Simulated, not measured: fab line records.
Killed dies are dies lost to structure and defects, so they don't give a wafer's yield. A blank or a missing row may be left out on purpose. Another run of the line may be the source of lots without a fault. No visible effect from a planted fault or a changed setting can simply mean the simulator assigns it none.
Which tool was responsible? / flow gf180mcu / 33 wafers from 11 lots sampled at 5 of the route's 602 steps

WHAT THE GAUGES READ, wafer by wafer
GF_STI_THK_MEAS_24.
lot=L660; measured=day 2 20:44; on=film metro-04; STI_CVD_23_THK (nm)=650 646 646
lot=L661; measured=day 3 00:16; on=film metro-03; STI_CVD_23_THK (nm)=658 655 655
lot=L663; measured=day 3 10:23; on=film metro-03; STI_CVD_23_THK (nm)=631 643 638
lot=L664; measured=day 3 16:31; on=film metro-01; STI_CVD_23_THK (nm)=645 649 650
lot=L665; measured=day 3 19:53; on=film metro-04; STI_CVD_23_THK (nm)=644 635 643
lot=L666; measured=day 4 03:08; on=film metro-04; STI_CVD_23_THK (nm)=649 659 646
lot=L670; measured=day 4 22:21; on=film metro-01; STI_CVD_23_THK (nm)=648 641 649
lot=L671; measured=day 5 04:25; on=film metro-01; STI_CVD_23_THK (nm)=636 641 640
lot=L672; measured=day 5 08:46; on=film metro-01; STI_CVD_23_THK (nm)=645 644 654
lot=L679; measured=day 6 22:02; on=film metro-03; STI_CVD_23_THK (nm)=649 642 651
lot=L680; measured=day 7 02:25; on=film metro-01; STI_CVD_23_THK (nm)=655 652 661

GF_PSD_TW_MEAS_11.
lot=L660; measured=day 15 11:10; on=film metro-03; PSD_TW=3166 3173 3151
lot=L661; measured=day 15 16:30; on=film metro-03; PSD_TW=3157 3147 3148
lot=L663; measured=day 16 10:10; on=film metro-02; PSD_TW=3133 3138 3120
lot=L664; measured=day 16 18:19; on=film metro-04; PSD_TW=3197 3180 3177
lot=L665; measured=day 17 01:24; on=film metro-02; PSD_TW=3144 3131 3126
lot=L666; measured=day 17 08:22; on=film metro-03; PSD_TW=3193 3163 3163
lot=L670; measured=day 18 20:01; on=film metro-03; PSD_TW=3181 3169 3187
lot=L671; measured=day 19 03:24; on=film metro-04; PSD_TW=3395 3403 3408
lot=L672; measured=day 19 11:15; on=film metro-03; PSD_TW=3369 3398 3375
lot=L679; measured=day 22 00:30; on=film metro-03; PSD_TW=3166 3161 3158
lot=L680; measured=day 22 08:06; on=film metro-02; PSD_TW=3148 3137 3148

GF_PSD_RS_MEAS_15: the measuring method here is four-point-probe.
lot=L660; measured=day 15 11:34; on=film metro-04; PSD_RS (ohm/sq)=108.4 108.2 108.5
lot=L661; measured=day 15 16:49; on=film metro-03; PSD_RS (ohm/sq)=108.3 108.3 108.3
lot=L663; measured=day 16 10:28; on=film metro-03; PSD_RS (ohm/sq)=108.4 108.2 108.9
lot=L664; measured=day 16 18:38; on=film metro-02; PSD_RS (ohm/sq)=108.6 108.4 109.1
lot=L665; measured=day 17 01:43; on=film metro-02; PSD_RS (ohm/sq)=108.6 108.9 109.0
lot=L666; measured=day 17 08:41; on=film metro-04; PSD_RS (ohm/sq)=108.6 108.5 108.7
lot=L670; measured=day 18 20:20; on=film metro-04; PSD_RS (ohm/sq)=108.6 108.7 108.6
lot=L671; measured=day 19 03:46; on=film metro-03; PSD_RS (ohm/sq)=102.8 102.7 102.7
lot=L672; measured=day 19 11:34; on=film metro-04; PSD_RS (ohm/sq)=102.5 102.4 102.4
lot=L679; measured=day 22 00:49; on=film metro-03; PSD_RS (ohm/sq)=108.5 108.4 108.4
lot=L680; measured=day 22 08:25; on=film metro-03; PSD_RS (ohm/sq)=108.5 109.0 108.7

WHICH TOOL RAN EACH LOT (tool, then ch and the chambers of the sampled wafers, then the start)
lot=L660; GF_PSD_IMPLANT_09=implanter-03 ch 0, day 15 10:56; GF_PSD_STRIP_10=plasma asher-02 ch 0,1, day 15 11:03
lot=L661; GF_PSD_IMPLANT_09=implanter-03 ch 0, day 15 16:15; GF_PSD_STRIP_10=plasma asher-02 ch 0,1, day 15 16:24
lot=L663; GF_PSD_IMPLANT_09=implanter-04 ch 0, day 16 09:55; GF_PSD_STRIP_10=plasma asher-03 ch 0,1, day 16 10:04
lot=L664; GF_PSD_IMPLANT_09=implanter-02 ch 0, day 16 18:05; GF_PSD_STRIP_10=plasma asher-02 ch 0,1, day 16 18:13
lot=L665; GF_PSD_IMPLANT_09=implanter-02 ch 0, day 17 01:09; GF_PSD_STRIP_10=plasma asher-02 ch 0,1, day 17 01:18
lot=L666; GF_PSD_IMPLANT_09=implanter-03 ch 0, day 17 08:07; GF_PSD_STRIP_10=plasma asher-01 ch 0,1, day 17 08:15
lot=L670; GF_PSD_IMPLANT_09=implanter-03 ch 0, day 18 19:47; GF_PSD_STRIP_10=plasma asher-01 ch 0,1, day 18 19:55
lot=L671; GF_PSD_IMPLANT_09=implanter-03 ch 0, day 19 03:09; GF_PSD_STRIP_10=plasma asher-02 ch 0,1, day 19 03:18
lot=L672; GF_PSD_IMPLANT_09=implanter-03 ch 0, day 19 11:00; GF_PSD_STRIP_10=plasma asher-03 ch 0,1, day 19 11:09
lot=L679; GF_PSD_IMPLANT_09=implanter-02 ch 0, day 22 00:15; GF_PSD_STRIP_10=plasma asher-03 ch 0,1, day 22 00:24
lot=L680; GF_PSD_IMPLANT_09=implanter-04 ch 0, day 22 07:51; GF_PSD_STRIP_10=plasma asher-01 ch 0,1, day 22 08:00
- GF_PSD_IMPLANT_09
- GF_PSD_STRIP_10: strips in O2/N2.

WHAT THE TOOLS THEMSELVES READ (means of the sampled wafers that have a number; where no wafer has one, the mark that the record gives instead)
GF_PSD_IMPLANT_09.
lot=L660; tool=implanter-03; dose ions cm2=1.5007e+15; end station pressure torr (Torr)=1.12e-05; faraday current uA=8415
lot=L661; tool=implanter-03; dose ions cm2=1.5015e+15; end station pressure torr (Torr)=1.15e-05; faraday current uA=8061
lot=L663; tool=implanter-04; dose ions cm2=1.4994e+15; end station pressure torr (Torr)=1.17e-05; faraday current uA=8197
lot=L664; tool=implanter-02; dose ions cm2=1.5018e+15; end station pressure torr (Torr)=1.15e-05; faraday current uA=8274
lot=L665; tool=implanter-02; dose ions cm2=1.4994e+15; end station pressure torr (Torr)=1.13e-05; faraday current uA=8098
lot=L666; tool=implanter-03; dose ions cm2=1.5002e+15; end station pressure torr (Torr)=1.15e-05; faraday current uA=8442
lot=L670; tool=implanter-03; dose ions cm2=1.4996e+15; end station pressure torr (Torr)=1.19e-05; faraday current uA=8348
lot=L671; tool=implanter-03; dose ions cm2=2.0913e+15; end station pressure torr (Torr)=1.40e-05; faraday current uA=11360
lot=L672; tool=implanter-03; dose ions cm2=2.0908e+15; end station pressure torr (Torr)=1.42e-05; faraday current uA=11469
lot=L679; tool=implanter-02; dose ions cm2=1.4997e+15; end station pressure torr (Torr)=1.19e-05; faraday current uA=8222
lot=L680; tool=implanter-04; dose ions cm2=1.5001e+15; end station pressure torr (Torr)=1.15e-05; faraday current uA=8260

GF_PSD_STRIP_10.
lot=L660; tool=plasma asher-02; drypump motor current A (A)=5.2; heater power w (W)=328; oes product au (a.u.)=0.587; platen temp c (C)=249.91; strip time to endpoint s (s)=16.51
lot=L661; tool=plasma asher-02; drypump motor current A (A)=5.2; heater power w (W)=329; oes product au (a.u.)=0.589; platen temp c (C)=250.08; strip time to endpoint s (s)=16.55
lot=L663; tool=plasma asher-03; drypump motor current A (A)=5.7; heater power w (W)=306; oes product au (a.u.)=0.588; platen temp c (C)=249.76; strip time to endpoint s (s)=16.45
lot=L664; tool=plasma asher-02; drypump motor current A (A)=5.2; heater power w (W)=329; oes product au (a.u.)=0.592; platen temp c (C)=249.92; strip time to endpoint s (s)=16.52
lot=L665; tool=plasma asher-02; drypump motor current A (A)=5.6; heater power w (W)=338; oes product au (a.u.)=0.591; platen temp c (C)=250.06; strip time to endpoint s (s)=16.50
lot=L666; tool=plasma asher-01; drypump motor current A (A)=5.5; heater power w (W)=331; oes product au (a.u.)=0.593; platen temp c (C)=250.00; strip time to endpoint s (s)=16.50
lot=L670; tool=plasma asher-01; drypump motor current A (A)=5.4; heater power w (W)=326; oes product au (a.u.)=0.597; platen temp c (C)=250.02; strip time to endpoint s (s)=16.51
lot=L671; tool=plasma asher-02; drypump motor current A (A)=5.6; heater power w (W)=323; oes product au (a.u.)=0.571; platen temp c (C)=249.99; strip time to endpoint s (s)=17.61
lot=L672; tool=plasma asher-03; drypump motor current A (A)=5.7; heater power w (W)=304; oes product au (a.u.)=0.570; platen temp c (C)=250.17; strip time to endpoint s (s)=17.59
lot=L679; tool=plasma asher-03; drypump motor current A (A)=5.7; heater power w (W)=309; oes product au (a.u.)=0.598; platen temp c (C)=249.92; strip time to endpoint s (s)=16.57
lot=L680; tool=plasma asher-01; drypump motor current A (A)=5.5; heater power w (W)=323; oes product au (a.u.)=0.592; platen temp c (C)=249.98; strip time to endpoint s (s)=16.49

THE ANSWER, worked out from the rows above alone
Rule: usual is defined by the lots themselves. The widest of any qualifying gaps counts: lots, ordered by their means at a reading, are off when they make up no more than a third of the lots, leave a main group of 4 or more, and stand apart from it by 3 or more times the standard deviation of that group's means. A main group whose means are all the same, to the digits that the tables above print for the reading, isn't used. A lot without any number at a reading at which 4 lots or more have one is off too. All remaining lots with rows at the step are treated as sound. First the gauges in route order, then the tools' own readings, where a lot's mean is used as printed above. At the first step where some lot is off, the reading lying furthest off is the one used; lots without a number count as furthest.
Off: L671, L672, at GF_PSD_TW_MEAS_11 (PSD_TW). Main group: mean 3158, sd 18.
A tool fits if, at a process step before that reading, it ran every lot that is off, and no sound lot after the first of them. Not tried: the gauges at GF_PSD_TW_MEAS_11; whatever is off there is also off at GF_PSD_IMPLANT_09, on other tools, and gauge error can't account for it. One fits: GF_PSD_IMPLANT_09 on implanter-03. A fault onset in the window from L670 (day 18 19:47, its last sound lot) to L671 (day 19 03:09, its first lot off) fits.
The tool's own readings at GF_PSD_IMPLANT_09 bear it out: on the lots that are off they differ by more than 5 times the standard deviation of the sound lots' means. dose ions cm2 reads 2.0910e+15 there against 1.5003e+15 on the sound lots; end station pressure torr reads 1.41e-05 Torr there against 1.16e-05 Torr on the sound lots; faraday current uA reads 11414 there against 8257 on the sound lots.

WHAT WAS PUT IN BY THE SIMULATOR
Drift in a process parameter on implanter-03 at GF_PSD_IMPLANT_09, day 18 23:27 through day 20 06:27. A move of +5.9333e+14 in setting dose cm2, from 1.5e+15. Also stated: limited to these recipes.
Struck lots among those shown: L671, L672. The same result came from the rule above.
